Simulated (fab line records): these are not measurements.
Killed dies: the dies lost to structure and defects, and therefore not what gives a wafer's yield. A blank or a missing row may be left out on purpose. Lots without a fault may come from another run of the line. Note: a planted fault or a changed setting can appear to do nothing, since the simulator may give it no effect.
Which tool did it?	flow gf180mcu	42 wafers from 14 lots sampled at 4 of the route's 602 steps

## WHAT EACH GAUGE READ, for each wafer
GF_M2_THK_MEAS_06: measures by xrf.
lot	measured	on	M2_ALCU_THK (nm)
L631	day 18 04:50	film-metro-02	447 456 454
L633	day 18 18:54	film-metro-02	446 460 453
L634	day 19 05:26	film-metro-04	460 453 451
L635	day 19 13:14	film-metro-02	441 450 453
L636	day 19 21:13	film-metro-02	443 447 459
L639	day 21 00:04	film-metro-02	451 450 451
L641	day 22 07:31	film-metro-04	436 446 438
L643	day 22 23:30	film-metro-02	454 446 444
L644	day 23 04:52	film-metro-02	456 443 453
L650	day 24 23:22	film-metro-02	451 456 452
L651	day 25 05:33	film-metro-02	458 461 456
L653	day 25 23:58	film-metro-01	447 447 448
L652	day 26 00:18	film-metro-02	452 453 460
L654	day 26 09:59	film-metro-01	455 453 452

GF_V2_THK_MEAS_01.
lot	measured	on	V2_CVD_00_THK (nm)
L631	day 19 05:23	film-metro-03	595 586 600
L633	day 19 20:15	film-metro-01	611 598 611
L634	day 20 06:23	film-metro-01	586 592 588
L635	day 20 14:12	film-metro-04	601 609 611
L636	day 20 22:08	film-metro-01	590 606 579
L639	day 22 00:17	film-metro-04	609 613 595
L641	day 23 07:50	film-metro-03	601 620 605
L643	day 23 22:17	film-metro-01	591 604 617
L644	day 24 04:25	film-metro-03	590 604 593
L650	day 25 20:32	film-metro-04	604 601 597
L651	day 26 03:55	film-metro-01	600 606 604
L653	day 26 21:23	film-metro-01	596 592 592
L652	day 26 21:41	film-metro-03	610 606 602
L654	day 27 07:36	film-metro-01	611 612 603

## TOOL THAT RAN EACH LOT (tool first, then ch and the chambers of the sampled wafers, then the start)
lot	GF_CONTACT_ETCH_16	GF_CONTACT_CLEAN_21
L631	rie-diel-04 ch 2,3, day 16 02:23	wet-bench-04 ch 2, day 16 02:50
L633	rie-diel-02 ch 0,2,3, day 16 16:41	wet-bench-02 ch 3, day 16 17:09
L634	rie-diel-04 ch 0,1,3, day 17 02:20	wet-bench-02 ch 0, day 17 02:47
L635	rie-diel-02 ch 0,1, day 17 09:23	wet-bench-02 ch 0, day 17 09:50
L636	rie-diel-01 ch 0,2,3, day 17 15:47	wet-bench-04 ch 1, day 17 16:14
L639	rie-diel-02 ch 2,3, day 18 18:46	wet-bench-04 ch 0, day 18 19:13
L641	rie-diel-01 ch 0,1,3, day 20 02:53	wet-bench-04 ch 0, day 20 03:21
L643	rie-diel-04 ch 1,2,3, day 20 19:52	wet-bench-04 ch 1, day 20 20:19
L644	rie-diel-02 ch 1,3, day 21 01:20	wet-bench-04 ch 2, day 21 01:47
L650	rie-diel-01 ch 1,2,3, day 22 23:05	wet-bench-02 ch 3, day 22 23:34
L651	rie-diel-01 ch 0,1,3, day 23 04:19	wet-bench-02 ch 3, day 23 04:46
L653	rie-diel-02 ch 0,1,3, day 23 23:50	wet-bench-04 ch 1, day 24 00:17
L652	rie-diel-01 ch 0,2,3, day 24 00:11	wet-bench-03 ch 3, day 24 00:38
L654	rie-diel-01 ch 0,2,3, day 24 10:22	wet-bench-02 ch 1, day 24 10:48
- GF_CONTACT_ETCH_16: etches BARC in N2/H2.
- GF_CONTACT_CLEAN_21: cleans in dHF, time 20 s.

## AS READ BY THE TOOLS THEMSELVES (means over the sampled wafers that have a number; for cases with no such wafer, the mark the record gives instead)
GF_CONTACT_ETCH_16.
lot	tool	drypump-motor-current-A (A)	oes-product-au (a.u.)	throttle-valve-pct (%)
L631	rie-diel-04	5.7	0.862	13.219
L633	rie-diel-02	5.7	0.854	13.210
L634	rie-diel-04	5.5	0.852	13.229
L635	rie-diel-02	5.1	0.854	13.226
L636	rie-diel-01	6.0	0.856	13.220
L639	rie-diel-02	6.2	0.857	13.222
L641	rie-diel-01	5.8	0.858	13.236
L643	rie-diel-04	5.7	0.853	13.228
L644	rie-diel-02	5.9	0.855	13.239
L650	rie-diel-01	6.1	0.854	13.220
L651	rie-diel-01	5.8	0.854	13.219
L653	rie-diel-02	5.7	0.852	13.229
L652	rie-diel-01	6.1	0.853	13.231
L654	rie-diel-01	6.1	0.854	13.222

GF_CONTACT_CLEAN_21.
lot	tool	run-length-s (s)
L631	wet-bench-04	51.5
L633	wet-bench-02	51.1
L634	wet-bench-02	47.4
L635	wet-bench-02	47.6
L636	wet-bench-04	47.7
L639	wet-bench-04	47.2
L641	wet-bench-04	47.7
L643	wet-bench-04	33.2
L644	wet-bench-04	32.6
L650	wet-bench-02	51.7
L651	wet-bench-02	52.2
L653	wet-bench-04	47.4
L652	wet-bench-03	46.0
L654	wet-bench-02	45.6

## THE ANSWER, worked out from the rows above alone
Rule: usual is defined by the lots themselves. The widest of any qualifying gaps counts: lots, ordered by their means at a reading, are off when they make up no more than a third of the lots, leave a main group of 4 or more, and stand apart from it by 3 or more times the standard deviation of that group's means. If all means in a main group match to the digits the tables above print for the reading, that group is not used. A lot without any number at a reading at which 4 lots or more have one is off too. Where the step has rows for the other lots, those lots are counted as sound. First the gauges in route order, then the tools' own readings, where a lot's mean is used as printed above. At the first step where some lot is off, the reading lying furthest off is the one used; lots without a number count as furthest.
Off, at GF_CONTACT_CLEAN_21 on run-length-s: L643, L644. The main group has a mean of 48.6 s with a standard deviation of 2.2.
A tool fits if, at that step or a process step before it, it ran every lot that is off, and no sound lot after the first of them. Of those tried, none fits.

## WHAT THE SIMULATOR HAD PUT IN
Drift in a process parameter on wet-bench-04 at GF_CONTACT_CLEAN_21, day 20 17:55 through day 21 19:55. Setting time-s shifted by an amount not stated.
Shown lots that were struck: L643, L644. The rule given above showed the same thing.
